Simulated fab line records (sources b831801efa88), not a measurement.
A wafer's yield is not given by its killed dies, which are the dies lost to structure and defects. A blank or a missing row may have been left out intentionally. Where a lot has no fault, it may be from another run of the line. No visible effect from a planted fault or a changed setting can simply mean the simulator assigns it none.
A single fault, viewed from 2 desks || flow gf180mcu || each desk holds nothing but its own numbers, with what lay behind them at the end

## THE METROLOGY DESK
Means of the sampled wafers that have a number, per lot and without regard to the tool the lot ran on: this is what the gauges read. If a lot's mean is further than 4 standard deviations from the usual mean, the lot is out of limits and carries the mark OUT (the distance appears in the brackets).
Columns: A = V2_CVD_00_THK at GF_V2_THK_MEAS_01, usual 601 nm; B = V2_CVD_02_THK at GF_V2_THK_MEAS_03, usual 855 nm; C = V2_BOW at GF_V2_BOW_MEAS_05, usual 101 um; D = cdNm at GF_V2_CD_MEAS_14, usual 260.0 nm; E = V2_OVL at GF_V2_OVL_MEAS_15, usual 3 nm
{"lot": "L224", "first seen here": "day 19 11:59", "A": 603, "B": 868, "C": 103, "D": 260.6, "E": -2}
{"lot": "L231", "first seen here": "day 22 03:49", "A": 596, "B": 852, "C": 91, "D": 258.2, "E": 10}
{"lot": "L234", "first seen here": "day 23 10:03", "A": 590, "B": 856, "C": 101, "D": 259.4, "E": 8}
{"lot": "L235", "first seen here": "day 23 14:49", "A": 605, "B": 857, "C": 104, "D": 258.8, "E": 3}
{"lot": "L236", "first seen here": "day 23 21:08", "A": 609, "B": 857, "C": 101, "D": 259.4, "E": 4}
{"lot": "L240", "first seen here": "day 25 04:04", "A": 604, "B": 860, "C": 96, "D": 258.5, "E": -4}
{"lot": "L243", "first seen here": "day 26 16:39", "A": 599, "B": 852, "C": 108, "D": 259.9, "E": 1}
This desk's verdict: no lot among the 7 shows anything out of limits.

## TOOL OWNER'S DESK, krfScanner-02
The tool's own readings at GF_V2_EXPOSE_11 (exposes mask Via2, target cd 260 nm): means of the sampled wafers that have a number, for each lot that ran on this tool. If a lot's mean is further than 4 standard deviations from the usual mean, the lot is out of limits and carries the mark OUT (the distance appears in the brackets).
Columns: A = exposureDoseMJCm2 at GF_V2_EXPOSE_11, usual 38.01
{"lot": "L224", "first seen here": "day 20 01:33", "A": 38.03}
{"lot": "L231", "first seen here": "day 22 16:06", "A": "37.09 (-21) OUT"}
{"lot": "L234", "first seen here": "day 23 22:41", "A": "37.27 (-17) OUT"}
{"lot": "L236", "first seen here": "day 24 08:57", "A": "37.46 (-13) OUT"}
Finding of this desk: L231, L234, L236 out of limits; the first was L231 at day 22 16:06, on exposureDoseMJCm2 at GF_V2_EXPOSE_11. In limits: L224.

## PUT TOGETHER
At day 22 16:06, on L231, L234, L236, the tool owner's desk was in a position to raise an alarm.
At the metrology desk, nothing out of limits was observed.
The metrology desk holds a record of L231, L234, L236, inside its limits.
GF_V2_EXPOSE_11 was run on krfScanner-02 by each of the lots named.

## WHAT THE SIMULATOR PUT IN
Process parameter drift: krfScanner-02, from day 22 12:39 on, at GF_V2_EXPOSE_11. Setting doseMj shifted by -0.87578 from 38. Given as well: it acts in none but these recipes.
Shown lots that were struck: L231, L234, L236.
Time in hours from fault onset to the first out-of-limits reading at each desk: the tool owner's desk, 3.
